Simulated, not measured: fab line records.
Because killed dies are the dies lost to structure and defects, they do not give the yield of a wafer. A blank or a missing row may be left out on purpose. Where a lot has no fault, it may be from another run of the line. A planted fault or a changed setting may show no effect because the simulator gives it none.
Which tool is to blame? || flow gf180mcu || route of 602 steps, sampled at 1 step: 13 lots, 39 wafers

## WHAT THE GAUGES READ, wafer by wafer
GF_MIM_THK_MEAS_11: measures by xrf. Usual: MIM_ALCU_THK 197.7 nm, standard deviation 2.
{"lot": "L327", "measured": "day 25 08:07", "on": "filmMetro-03", "MIM_ALCU_THK (nm)": "201.8 199.7 200.4", "flag": ""}
{"lot": "L328", "measured": "day 25 14:58", "on": "filmMetro-02", "MIM_ALCU_THK (nm)": "195.8 198.5 195.8", "flag": ""}
{"lot": "L329", "measured": "day 25 19:55", "on": "filmMetro-03", "MIM_ALCU_THK (nm)": "200.2 199.5 199.6", "flag": ""}
{"lot": "L330", "measured": "day 26 05:38", "on": "filmMetro-03", "MIM_ALCU_THK (nm)": "197.4 196.0 195.6", "flag": ""}
{"lot": "L331", "measured": "day 26 10:57", "on": "filmMetro-02", "MIM_ALCU_THK (nm)": "198.4 198.6 198.1", "flag": ""}
{"lot": "L333", "measured": "day 27 09:29", "on": "filmMetro-04", "MIM_ALCU_THK (nm)": "197.7 196.0 195.0", "flag": ""}
{"lot": "L334", "measured": "day 27 14:26", "on": "filmMetro-04", "MIM_ALCU_THK (nm)": "199.4 195.4 195.9", "flag": ""}
{"lot": "L337", "measured": "day 28 12:23", "on": "filmMetro-02", "MIM_ALCU_THK (nm)": "197.6 200.1 199.5", "flag": ""}
{"lot": "L338", "measured": "day 28 15:28", "on": "filmMetro-04", "MIM_ALCU_THK (nm)": "195.9 199.9 197.7", "flag": ""}
{"lot": "L342", "measured": "day 29 21:08", "on": "filmMetro-02", "MIM_ALCU_THK (nm)": "200.6 196.9 198.7", "flag": ""}
{"lot": "L345", "measured": "day 30 18:19", "on": "filmMetro-04", "MIM_ALCU_THK (nm)": "196.6 198.1 197.1", "flag": ""}
{"lot": "L349", "measured": "day 31 19:13", "on": "filmMetro-04", "MIM_ALCU_THK (nm)": "196.8 196.6 198.5", "flag": ""}
{"lot": "L350", "measured": "day 31 23:03", "on": "filmMetro-03", "MIM_ALCU_THK (nm)": "199.7 195.7 194.0", "flag": ""}

## WHAT TOOL EACH LOT RAN ON (gives the tool, then ch and the chambers of the sampled wafers, and finally the start)
The record holds no process step before these readings.

## AS READ BY THE TOOLS THEMSELVES (means over the sampled wafers that have a number; for cases with no such wafer, the mark the record gives instead)
The record holds no such reading with a usual standard deviation.

## THE ANSWER, worked out from the rows above alone
Rule: take the mean of a lot's wafers that have a number; if it is more than 3 standard deviations from the usual mean, the lot is off. Also off: a lot with no number at a reading for which 4 or more lots have one. Any other lot the step has rows for is counted as sound. Order of review: gauges by route order, followed by the tools' own readings, for which a lot's mean as printed above is used. At the first step where some lot is off, the reading lying furthest off is the one used; lots without a number count as furthest.
None of the lots is off at any reading shown; this tells nothing.

## WHAT THE SIMULATOR HAD INSERTED
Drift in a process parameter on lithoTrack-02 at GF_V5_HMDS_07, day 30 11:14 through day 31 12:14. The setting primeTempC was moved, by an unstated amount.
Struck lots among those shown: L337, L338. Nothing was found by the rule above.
